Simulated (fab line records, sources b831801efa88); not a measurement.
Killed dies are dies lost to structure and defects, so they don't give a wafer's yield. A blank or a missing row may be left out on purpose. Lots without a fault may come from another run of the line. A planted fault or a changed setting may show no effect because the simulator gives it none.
One fault seen from 2 desks | flow gf180mcu | each desk has only its own numbers; what lay behind them comes last

THE TOOL OWNER'S DESK: pvd_sputter-02
The tool's own readings at GF_M2_SPUTTER_04 (material TiN, target thk 50 nm, time 41.7 s): means of the sampled wafers that have a number, for each lot that ran on this tool. A lot is out of limits, marked OUT, if its mean lies more than 4 standard deviations from the usual mean; the brackets give that distance.
Columns: A = throttle_valve_pct at GF_M2_SPUTTER_04, usual 29.8 %
lot  | first seen here | A
L429 | day 19 23:56    | 29.4
L437 | day 22 18:07    | 30.4
L439 | day 23 14:50    | 29.2
L447 | day 26 04:19    | 28.8
This desk's finding: nothing out of limits on any of the 4 lots.

THE METROLOGY DESK
What the gauges read, lot by lot, whatever tool the lot ran on: means of the sampled wafers that have a number. A lot is out of limits, marked OUT, if its mean lies more than 4 standard deviations from the usual mean; the brackets give that distance. Of its 9 readings 7 are shown: those that lie furthest out on some lot.
Columns: A = V1_W_RS at GF_V1_RS_MEAS_24, usual 0.329 ohm/sq; B = V1_W_THK at GF_V1_THK_MEAS_25, usual 368 nm; C = M2_ALCU_RS at GF_M2_RS_MEAS_05, usual 0.0697 ohm/sq; D = cd_nm at GF_M2_CD_MEAS_14, usual 280.6 nm; E = V2_CVD_00_THK at GF_V2_THK_MEAS_01, usual 603 nm; F = V2_CVD_02_THK at GF_V2_THK_MEAS_03, usual 850 nm; G = V2_BOW at GF_V2_BOW_MEAS_05, usual 100 um
lot  | first seen here | A     | B   | C      | D     | E   | F   | G
L428 | day 19 15:21    | 0.333 | 366 | 0.0698 | 279.8 | 599 | 851 | 105
L429 | day 19 23:16    | 0.325 | 373 | 0.0699 | 277.9 | 597 | 854 | 95
L437 | day 22 17:29    | 0.330 | 366 | 0.0694 | 281.2 | 606 | 853 | 104
L439 | day 23 14:13    | 0.327 | 372 | 0.0688 | 281.6 | 599 | 863 | 103
L440 | day 24 01:21    | 0.328 | 372 | 0.0705 | 279.5 | 607 | 847 | 99
L447 | day 26 03:40    | 0.327 | 369 | 0.0696 | 281.5 | 600 | 845 | 93
This desk's finding: nothing out of limits on any of the 6 lots.

PUT TOGETHER
The tool owner's desk saw nothing out of limits.
The metrology desk saw nothing out of limits.

WHAT THE SIMULATOR HAD PUT IN
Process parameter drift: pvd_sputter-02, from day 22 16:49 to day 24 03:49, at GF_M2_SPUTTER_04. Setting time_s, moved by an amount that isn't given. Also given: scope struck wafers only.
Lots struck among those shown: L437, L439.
